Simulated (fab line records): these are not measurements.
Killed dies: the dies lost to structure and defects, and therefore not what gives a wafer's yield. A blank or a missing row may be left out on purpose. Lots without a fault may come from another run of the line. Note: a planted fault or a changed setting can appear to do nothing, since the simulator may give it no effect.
What tool caused it? ; flow sfq line ; 14 lots with 42 wafers sampled at 5 steps, on a route of 325 steps

== WHAT THE GAUGES SHOWED, per wafer ==
No reading from a measuring or inspecting step in the record can be judged against a usual standard deviation.

== WHAT TOOL EACH LOT RAN ON (gives the tool, then ch and the chambers of the sampled wafers, and finally the start) ==
lot;SFQ_TRILAYER_I2_VIA_LITHO_COAT_072;SFQ_TRILAYER_I2_VIA_BARC_OPEN_VIA_ETCH_096;SFQ_TRILAYER_M3_STRIP_STRIP_079;SFQ_TRILAYER_A5B_METRO_MEASURE_131;SFQ_TRILAYER_R5_DEP_SPUTTER_132
L471;litho track-02 ch 0, day 18 06:45;rie diel-01 ch 0,2,3, day 22 23:04;rie metal-01 ch 0,1, day 27 03:17;film metro-04, day 46 23:42;pvd sputter-03, day 47 00:54
L472;litho track-03 ch 0, day 18 09:45;rie diel-02 ch 0,1, day 23 02:40;rie metal-03 ch 0,1, day 27 05:41;film metro-02, day 47 02:42;pvd sputter-03, day 47 03:54
L475;litho track-02 ch 0, day 19 22:41;rie diel-04 ch 1,2,3, day 24 14:01;rie metal-01 ch 0,1, day 28 21:47;film metro-04, day 48 06:31;pvd sputter-03, day 48 07:07
L478;litho track-02 ch 0, day 21 01:13;rie diel-04 ch 0,1,3, day 25 11:37;rie metal-04 ch 0,1, day 29 20:23;film metro-02, day 49 06:32;pvd sputter-03, day 49 07:44
L479;litho track-02 ch 0, day 21 07:38;rie diel-04 ch 1,2,3, day 25 19:16;rie metal-01 ch 0,1, day 30 03:47;film metro-02, day 49 20:50;pvd sputter-05, day 49 21:38
L485;litho track-03 ch 0, day 23 15:17;rie diel-01 ch 1,2,3, day 27 17:31;rie metal-01 ch 0,1, day 31 17:59;film metro-03, day 58 04:50;pvd sputter-06, day 58 06:02
L486;litho track-03 ch 0, day 23 20:23;rie diel-04 ch 1,3, day 28 00:16;rie metal-03 ch 0,1, day 31 23:59;film metro-04, day 58 15:50;pvd sputter-06, day 58 16:50
L487;litho track-03 ch 0, day 23 21:17;rie diel-01 ch 1,2,3, day 28 02:40;rie metal-03 ch 0,1, day 32 02:23;film metro-03, day 58 22:50;pvd sputter-06, day 59 00:02
L488;litho track-04 ch 0, day 24 12:23;rie diel-01 ch 1,2, day 28 17:49;rie metal-01 ch 0,1, day 32 15:47;film metro-03, day 59 12:26;pvd sputter-06, day 59 13:14
L489;litho track-02 ch 0, day 24 17:20;rie diel-02 ch 0,3, day 28 22:37;rie metal-01 ch 0,1, day 32 20:23;film metro-04, day 59 22:31;pvd sputter-03, day 59 23:43
L490;litho track-02 ch 0, day 25 06:20;rie diel-04 ch 1,2, day 29 13:01;rie metal-01 ch 1, day 33 11:53;film metro-03, day 61 01:44;pvd sputter-03, day 61 02:44
L491;litho track-02 ch 0, day 25 18:20;rie diel-02 ch 0,2, day 30 01:01;rie metal-01 ch 1, day 33 19:05;film metro-02, day 61 08:00;pvd sputter-06, day 61 09:00
L492;litho track-02 ch 0, day 26 05:24;rie diel-04 ch 0,1, day 30 10:37;rie metal-03 ch 0,1, day 34 01:05;film metro-03, day 61 08:44;pvd sputter-05, day 61 09:56
L493;litho track-02 ch 0, day 26 12:23;rie diel-04 ch 0,1,2, day 30 15:25;rie metal-04 ch 0,1, day 34 04:41;film metro-03, day 61 16:16;pvd sputter-05, day 61 17:16
- SFQ_TRILAYER_I2_VIA_LITHO_COAT_072: resist thk 62 nm.
- SFQ_TRILAYER_I2_VIA_BARC_OPEN_VIA_ETCH_096: etches BARC in O2, target depth 125 nm, time 41.7 s.
- SFQ_TRILAYER_M3_STRIP_STRIP_079: strips in O2.
- SFQ_TRILAYER_A5B_METRO_MEASURE_131
- SFQ_TRILAYER_R5_DEP_SPUTTER_132: material Ti, target thk 5 nm, time 5 s.

== WHAT THE TOOLS THEMSELVES READ (means of the sampled wafers that have a number; where no wafer has one, the mark that the record gives instead) ==
SFQ_TRILAYER_I2_VIA_BARC_OPEN_VIA_ETCH_096.
lot;tool;bias w (W);drypump motor current A (A);oes product au (a.u.)
L471;rie diel-01;79.86;5.8;0.685
L472;rie diel-02;79.98;5.6;0.689
L475;rie diel-04;79.94;6.0;0.683
L478;rie diel-04;80.19;5.9;0.697
L479;rie diel-04;79.89;6.0;0.697
L485;rie diel-01;80.11;5.9;0.686
L486;rie diel-04;79.91;5.7;0.682
L487;rie diel-01;80.23;5.9;0.683
L488;rie diel-01;79.97;5.8;0.680
L489;rie diel-02;80.33;6.0;0.684
L490;rie diel-04;79.88;6.2;0.684
L491;rie diel-02;79.92;6.0;0.691
L492;rie diel-04;80.07;6.3;0.683
L493;rie diel-04;80.08;6.1;0.685

SFQ_TRILAYER_M3_STRIP_STRIP_079.
lot;tool;drypump motor current A (A);he backside leak sccm (sccm);oes product au (a.u.)
L471;rie metal-01;5.13;3.45;1.013
L472;rie metal-03;5.38;3.37;1.012
L475;rie metal-01;5.13;3.37;1.019
L478;rie metal-04;4.92;3.52;0.993
L479;rie metal-01;5.08;3.48;1.015
L485;rie metal-01;5.12;3.70;1.010
L486;rie metal-03;5.35;3.56;1.009
L487;rie metal-03;5.36;3.48;1.015
L488;rie metal-01;5.11;3.41;1.018
L489;rie metal-01;5.13;3.43;1.017
L490;rie metal-01;5.19;3.57;1.021
L491;rie metal-01;5.16;3.67;1.028
L492;rie metal-03;5.35;3.43;0.992
L493;rie metal-04;4.99;3.44;1.005

SFQ_TRILAYER_A5B_METRO_MEASURE_131.
lot;tool;thk nm (nm)
L471;film metro-04;348
L472;film metro-02;339
L475;film metro-04;350
L478;film metro-02;349
L479;film metro-02;334
L485;film metro-03;339
L486;film metro-04;341
L487;film metro-03;338
L488;film metro-03;352
L489;film metro-04;336
L490;film metro-03;339
L491;film metro-02;353
L492;film metro-03;342
L493;film metro-03;343

SFQ_TRILAYER_R5_DEP_SPUTTER_132.
lot;tool;throttle valve pct (%)
L471;pvd sputter-03;30.1
L472;pvd sputter-03;30.6
L475;pvd sputter-03;30.1
L478;pvd sputter-03;30.8
L479;pvd sputter-05;31.6
L485;pvd sputter-06;28.7
L486;pvd sputter-06;29.5
L487;pvd sputter-06;29.5
L488;pvd sputter-06;28.9
L489;pvd sputter-03;30.0
L490;pvd sputter-03;29.2
L491;pvd sputter-06;29.3
L492;pvd sputter-05;31.0
L493;pvd sputter-05;31.0

== THE ANSWER, worked out from the rows above alone ==
Rule: what is usual is taken from the lots themselves. The widest of any qualifying gaps counts: lots, ordered by their means at a reading, are off when they make up no more than a third of the lots, leave a main group of 4 or more, and stand apart from it by 3 or more times the standard deviation of that group's means. The tables above print the reading to a certain number of digits; a main group whose means all agree to those digits is not used. Also off: a lot with no number at a reading for which 4 or more lots have one. Any other lot the step has rows for is counted as sound. Order of review: gauges by route order, followed by the tools' own readings, for which a lot's mean as printed above is used. The first step at which some lot is off is used, and at that step the reading that is off furthest; a lot without a number counts as furthest.
No lot is off at any reading shown: from this, nothing can be told.

== WHAT THE SIMULATOR HAD INSERTED ==
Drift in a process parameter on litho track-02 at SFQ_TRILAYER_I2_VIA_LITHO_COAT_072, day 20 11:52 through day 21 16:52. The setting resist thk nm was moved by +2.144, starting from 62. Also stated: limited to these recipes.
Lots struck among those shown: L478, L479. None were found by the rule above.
